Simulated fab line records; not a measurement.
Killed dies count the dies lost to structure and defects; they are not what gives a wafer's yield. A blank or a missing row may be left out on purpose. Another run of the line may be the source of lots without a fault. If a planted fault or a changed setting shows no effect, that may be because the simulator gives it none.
Split-lot trial | flow sky130 | on a route of 708 steps: 5 lots, 23 wafers read

## SPLIT DETAILS
At SKY_VIA2_SPUTTER_20 (material TiN, target thk 20 nm, time 80 s), the setting timeS was moved away from the recipe's 80 s on 7 of the 23 wafers read, by -13.1% to +8.2%. For the rest of the wafers, this setting stayed at what the recipe calls for.

The reading comes from the split's own step.

## THE READING
TiN_of_VIA2_SPUTTER_20.thkNm (the simulator's own value, which no gauge read), in nm, at SKY_VIA2_SPUTTER_20 (material TiN, target thk 20 nm, time 80 s). There is no usual value for it anywhere in the file. The 16 wafers here that ran the recipe average 20.05 nm, standard deviation 0.16 nm.

wafer  | tool, chamber at the split | timeS as run, s | against the recipe | TiN_of_VIA2_SPUTTER_20.thkNm, nm | against lot-mates on the recipe
L075.1 | pvdSputter-01, -           | 80              | recipe             | 19.99                            | -
L075.2 | pvdSputter-01, -           | 80              | recipe             | 20.03                            | -
L075.3 | pvdSputter-01, -           | 80              | recipe             | 20.06                            | -
L075.4 | pvdSputter-01, -           | 80              | recipe             | 19.84                            | -
L075.5 | pvdSputter-01, -           | 80              | recipe             | 19.88                            | -
L078.2 | pvdSputter-02, -           | 86.56           | +8.2%              | 21.97                            | +2.02
L078.3 | pvdSputter-02, -           | 80              | recipe             | 20.1                             | -
L078.4 | pvdSputter-02, -           | 80              | recipe             | 19.73                            | -
L078.5 | pvdSputter-02, -           | 80              | recipe             | 20.02                            | -
L078.6 | pvdSputter-02, -           | 86.56           | +8.2%              | 21.87                            | +1.92
L079.2 | pvdSputter-01, -           | 80              | recipe             | 20.11                            | -
L079.3 | pvdSputter-01, -           | 80              | recipe             | 20.18                            | -
L079.4 | pvdSputter-01, -           | 69.55           | -13.1%             | 17.44                            | -2.69
L079.5 | pvdSputter-01, -           | 69.55           | -13.1%             | 17.28                            | -2.85
L079.6 | pvdSputter-01, -           | 80              | recipe             | 20.1                             | -
L080.2 | pvdSputter-01, -           | 76.18           | -4.8%              | 19.26                            | -0.77
L080.3 | pvdSputter-01, -           | 80              | recipe             | 19.94                            | -
L080.4 | pvdSputter-01, -           | 76.18           | -4.8%              | 19.1                             | -0.93
L080.5 | pvdSputter-01, -           | 76.18           | -4.8%              | 19.17                            | -0.86
L080.6 | pvdSputter-01, -           | 80              | recipe             | 20.13                            | -
L084.1 | pvdSputter-04, -           | 80              | recipe             | 20.32                            | -
L084.3 | pvdSputter-04, -           | 80              | recipe             | 20.02                            | -
L084.6 | pvdSputter-04, -           | 80              | recipe             | 20.36                            | -

THE FIT
A straight line over all 23 wafers: TiN_of_VIA2_SPUTTER_20.thkNm changes by +0.21 nm for each +1% of timeS; r = +0.99; the points scatter about the line by 0.15 nm.
The same after taking each lot's own level away (the mean of its wafers on the recipe; 23 wafers): +0.217 nm for each +1%; r = +0.99; scatter 0.13 nm.
On that fit, the largest move of timeS shifts the reading by 2.8 nm.
Across the lots, their own levels run from 19.950 to 20.233 nm, a range of 1.8 times the standard deviation given above.
The two slopes agree, so the slope changes little with the lot-to-lot level.
Check: for one of the wafers moved furthest among these (-13.1%), held out of the fit, the line's prediction against its lot-mates is -2.84 nm. Against them it came out at -2.69 nm.

## OTHER SPLITS ON THESE WAFERS
Other splits were also applied to these wafers ahead of the reading. Each is held against what the fit with the lots' levels taken away leaves over:
other split on the same wafers  | wafers away from the commonest value | r with TiN_of_VIA2_SPUTTER_20.thkNm (lot level and that fit taken away)
SKY_VIA2_CMP_02 leaveAboveRefNm | 7                                    | +0.15
SKY_VIA2_COAT_07 resistThkNm    | 5                                    | -0.03

## THE FILE'S OWN FIT
TiN_of_VIA2_SPUTTER_20.thkNm changes by +0.217 nm for each +1% of timeS, r = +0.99.
